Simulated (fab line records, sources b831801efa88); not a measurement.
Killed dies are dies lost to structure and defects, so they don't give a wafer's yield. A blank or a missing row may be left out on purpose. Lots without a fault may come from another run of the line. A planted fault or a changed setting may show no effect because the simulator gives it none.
Which tool did it? | flow sky130 | 13 lots, 39 wafers sampled, at 2 steps of a route of 708

WHAT THE GAUGES READ, wafer by wafer
The record holds no reading of a measuring or inspecting step that can be judged against a usual standard deviation.

WHICH TOOL RAN EACH LOT (tool, then ch and the chambers of the sampled wafers, then the start)
lot  | SKY_CONTACT_CMP_27            | SKY_PAD_OPEN_PROBE_99
L527 | cmp-02 ch 0,1,2, day 31 16:13 | -
L528 | cmp-02 ch 0,2,3, day 32 04:06 | prober-01, day 46 04:30
L529 | cmp-01 ch 1,3, day 32 11:07   | -
L530 | cmp-01 ch 0,3, day 33 00:22   | -
L531 | cmp-01 ch 0,2,3, day 33 09:32 | -
L533 | cmp-02 ch 0,1,2, day 33 19:01 | prober-01, day 47 10:32
L532 | cmp-01 ch 0,1,3, day 33 19:04 | prober-02, day 47 12:31
L534 | cmp-01 ch 0,2,3, day 34 04:00 | -
L536 | cmp-01 ch 1,2,3, day 34 18:58 | -
L535 | cmp-01 ch 0,1,2, day 34 22:25 | -
L546 | cmp-01 ch 2,3, day 38 04:44   | prober-01, day 50 11:10
L549 | cmp-02 ch 1,2, day 38 16:58   | -
L550 | cmp-02 ch 1,2, day 38 22:22   | -
- SKY_CONTACT_CMP_27: polishes, stops on SiO2, t overpolish 15 s, target thk 0 nm.
- SKY_PAD_OPEN_PROBE_99

WHAT THE TOOLS THEMSELVES READ (means of the sampled wafers that have a number; where no wafer has one, the mark that the record gives instead)
SKY_CONTACT_CMP_27.
lot  | tool   | motor_current_A (A) | overpolish_run_s (s) | time_to_endpoint_s (s)
L527 | cmp-02 | 11.5                | 14.996               | 81
L528 | cmp-02 | 12.3                | 14.997               | 85
L529 | cmp-01 | 11.5                | 14.998               | 79
L530 | cmp-01 | 10.7                | 15.000               | 80
L531 | cmp-01 | 10.5                | 15.008               | 77
L533 | cmp-02 | 11.5                | 14.999               | 79
L532 | cmp-01 | 11.2                | 14.994               | 75
L534 | cmp-01 | 10.5                | 14.998               | 78
L536 | cmp-01 | 11.0                | 14.999               | 78
L535 | cmp-01 | 11.2                | 14.996               | 80
L546 | cmp-01 | 10.6                | 14.996               | 85
L549 | cmp-02 | 10.6                | 14.995               | 78
L550 | cmp-02 | 10.6                | 15.002               | 77

SKY_PAD_OPEN_PROBE_99.
lot  | tool      | killed_at_M0_to_M3 | killed_at_M4_up | killed_at_contacts | killed_at_front_end | killed_at_other | killed_dies | killed_on_rim | killed_open | killed_short
L528 | prober-01 | 38                 | 2.3             | 25                 | 16                  | 0.3             | 82          | 15            | 45          | 37
L533 | prober-01 | 37                 | 4.7             | 29                 | 19                  | 0.7             | 90          | 17            | 47          | 41
L532 | prober-02 | 41                 | 4.7             | 31                 | 16                  | 0.0             | 93          | 20            | 50          | 43
L546 | prober-01 | 37                 | 3.3             | 86                 | 16                  | 0.0             | 142         | 29            | 44          | 35

THE ANSWER, worked out from the rows above alone
Rule: what is usual is taken from the lots themselves. Put in order of their means at a reading, lots are off if they are a third of the lots or fewer, leave a main group of 4 or more, and stand apart from it by a gap of 3 or more times the standard deviation of the main group's means; of several such gaps the widest counts. A main group whose means are all the same, to the digits that the tables above print for the reading, isn't used. A lot without any number at a reading at which 4 lots or more have one is off too. The other lots that the step has rows for count as sound. The gauges are gone through in route order, then the tools' own readings, and for those a lot's mean is taken as printed above. The first step at which some lot is off is used, and at that step the reading that is off furthest; a lot without a number counts as furthest.
No lot is off at any reading shown: from this, nothing can be told.

WHAT THE SIMULATOR HAD PUT IN
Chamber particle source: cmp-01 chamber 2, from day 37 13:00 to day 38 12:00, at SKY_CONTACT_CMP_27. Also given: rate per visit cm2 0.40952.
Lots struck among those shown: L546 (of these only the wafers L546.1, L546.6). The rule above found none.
